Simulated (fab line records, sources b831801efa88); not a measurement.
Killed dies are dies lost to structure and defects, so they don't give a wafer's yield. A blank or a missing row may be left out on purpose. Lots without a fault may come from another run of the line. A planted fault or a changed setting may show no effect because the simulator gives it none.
One fault seen from 2 desks | flow sky130 | each desk has only its own numbers; what lay behind them comes last

THE METROLOGY DESK
What the gauges read, lot by lot, whatever tool the lot ran on: means of the sampled wafers that have a number. A lot is out of limits, marked OUT, if its mean lies more than 4 standard deviations from the usual mean; the brackets give that distance.
Columns: A = cd_nm at SKY_METAL4_CD_MEAS_13, usual 299.9 nm; B = METAL4_OVL at SKY_METAL4_OVL_MEAS_14, usual -2 nm; C = VIA4_HDPCVD_THK at SKY_VIA4_THK_MEAS_01, usual 1741 nm
lot  | first seen here | A     | B   | C
L193 | day 42 08:13    | 301.0 | -10 | 1758
L194 | day 43 04:34    | 300.6 | -5  | 1729
L203 | day 44 22:17    | 300.8 | -4  | 2477 (+37) OUT
L205 | day 45 05:46    | 300.1 | 7   | 2468 (+36) OUT
L206 | day 45 16:41    | 300.3 | -10 | 2862 (+56) OUT
L207 | day 46 01:28    | 299.9 | -11 | 1741
L214 | day 47 13:02    | 299.7 | 0   | 1745
This desk's finding: out of limits on L203, L205, L206; first on L203, day 44 23:32 (VIA4_HDPCVD_THK at SKY_VIA4_THK_MEAS_01). In limits: L193, L194, L207, L214.

THE TOOL OWNER'S DESK: hdpcvd-01
The tool's own readings at SKY_VIA4_HDPCVD_00 (deposits SiO2, target thk 1750 nm, time 291.7 s): means of the sampled wafers that have a number, for each lot that ran on this tool. A lot is out of limits, marked OUT, if its mean lies more than 4 standard deviations from the usual mean; the brackets give that distance.
Columns: A = run_length_s at SKY_VIA4_HDPCVD_00, usual 319.5 s
lot  | first seen here | A
L194 | day 43 05:41    | 319.7
L203 | day 44 23:21    | 444.1 (+99 or more) OUT
L205 | day 45 06:51    | 444.1 (+99 or more) OUT
L206 | day 45 17:48    | 506.3 (+99 or more) OUT
This desk's finding: out of limits on L203, L205, L206; first on L203, day 44 23:21 (run_length_s at SKY_VIA4_HDPCVD_00). In limits: L194.

PUT TOGETHER
The tool owner's desk could have raised an alarm at day 44 23:21, on L203, L205, L206.
The metrology desk could have raised an alarm at day 44 23:32, on L203, L205, L206.
Of the lots named, all ran SKY_VIA4_HDPCVD_00 on hdpcvd-01.

WHAT THE SIMULATOR HAD PUT IN
Process parameter drift: hdpcvd-01, from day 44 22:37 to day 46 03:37, at SKY_VIA4_HDPCVD_00. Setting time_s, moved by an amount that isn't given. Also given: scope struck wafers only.
Lots struck among those shown: L203, L205, L206.
Hours from the fault's start to each desk's first reading out of limits: the tool owner's desk, 1; the metrology desk, 1.
